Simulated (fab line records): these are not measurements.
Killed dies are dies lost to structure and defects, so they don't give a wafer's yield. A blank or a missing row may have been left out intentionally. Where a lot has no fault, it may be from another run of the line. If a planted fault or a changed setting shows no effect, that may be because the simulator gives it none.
8D (eight disciplines) problem report, filled in by code | flow sky130 | the parts of the form that need people (team, actions taken, sign-off) are left out

## 1. PROBLEM STATEMENT
Wafers without a fault read 116.3 s, standard deviation 0.4; run-length-s at SKY_METAL3_ETCH_16 reads a mean of 127.7 s on 6 wafers belonging to 2 lots. Measured from the usual mean, that is +28 standard deviations.
The step: etches BARC in N2/H2, stops on SiO2, time 88.2 s, target depth 60 nm.
Earliest sighting: wafer L438.1 on rie-metal-04 at day 42 08:41. At this step, 18 wafers from 6 lots have a number in the record. By rule, "out" or "out of limits" means more than 4 standard deviations away from the usual mean. The other wafers with a number count as sound.

## 2. WHAT IT IS; WHAT IT IS NOT
question                    | is                           | is not
which readings at this step | run-length-s, oes-product-au | drypump-motor-current-A
which lots                  | L438, L440                   | L425, L436, L439, L446
which wafers of those lots  | all that have a number       | -
read on which tools         | rie-metal-04                 | rie-metal-01, rie-metal-03
when                        | from day 42 08:41            | up to then (6 sound wafers); but 6 sound wafers of L439, L446 came after

## 3. SUSPECTS, AND WHAT RULES EACH OUT
Counting: a tool at any process step up to the reading remains a suspect when it ran all the lots that are out and ran no sound lot after the first of those.
- rie-metal-04 at SKY_METAL3_DESCUM_15 (chemistry O2, time 8 s): kept. It processed each lot that is out, first L438 at day 42 08:39, and no sound lot thereafter; up to then, the last sound lot it processed was L436 at day 41 20:45.
- rie-metal-04 at SKY_METAL3_ETCH_16 (etches BARC in N2/H2, stops on SiO2, time 88.2 s, target depth 60 nm): kept. It processed each lot that is out, first L438 at day 42 08:41, and no sound lot thereafter; up to then, the last sound lot it processed was L436 at day 41 20:47. Out on those wafers are its own readings of oes-product-au, run-length-s.
After counting, rie-metal-04 at SKY_METAL3_DESCUM_15 and rie-metal-04 at SKY_METAL3_ETCH_16 remain.

## 4. THE CAUSE (what the simulator had put in)
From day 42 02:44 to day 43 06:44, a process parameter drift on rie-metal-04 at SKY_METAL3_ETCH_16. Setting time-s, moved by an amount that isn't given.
2 suspects survive the count, and this tool is in that group.

## 5. THE CHAIN OF EFFECTS, in route order
One row per reading whose mean, taken over the struck wafers that have a number, lies over 3 standard deviations from the usual. Only readings for which the record gives a usual standard deviation are gone through. hours: the time from each lot's start at the first step in this table that gives one to its start at this step, as a median over the lots. sigmas: the change in usual standard deviations.
hours | step               | reading        | usual      | on struck wafers | change | sigmas
0     | SKY_METAL3_ETCH_16 | oes-product-au | 0.625 a.u. | 0.597            | -0.028 | -6.8
0     | SKY_METAL3_ETCH_16 | run-length-s   | 116.3 s    | 127.7            | +11.4  | +28
It contains these process steps:
- SKY_METAL3_ETCH_16: etches BARC in N2/H2, stops on SiO2, time 88.2 s, target depth 60 nm.

## 6. WHAT WOULD HAVE CAUGHT IT SOONER
In this record no reading fell out of limits until day 42 08:41, 6 hours after the fault had begun at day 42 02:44.
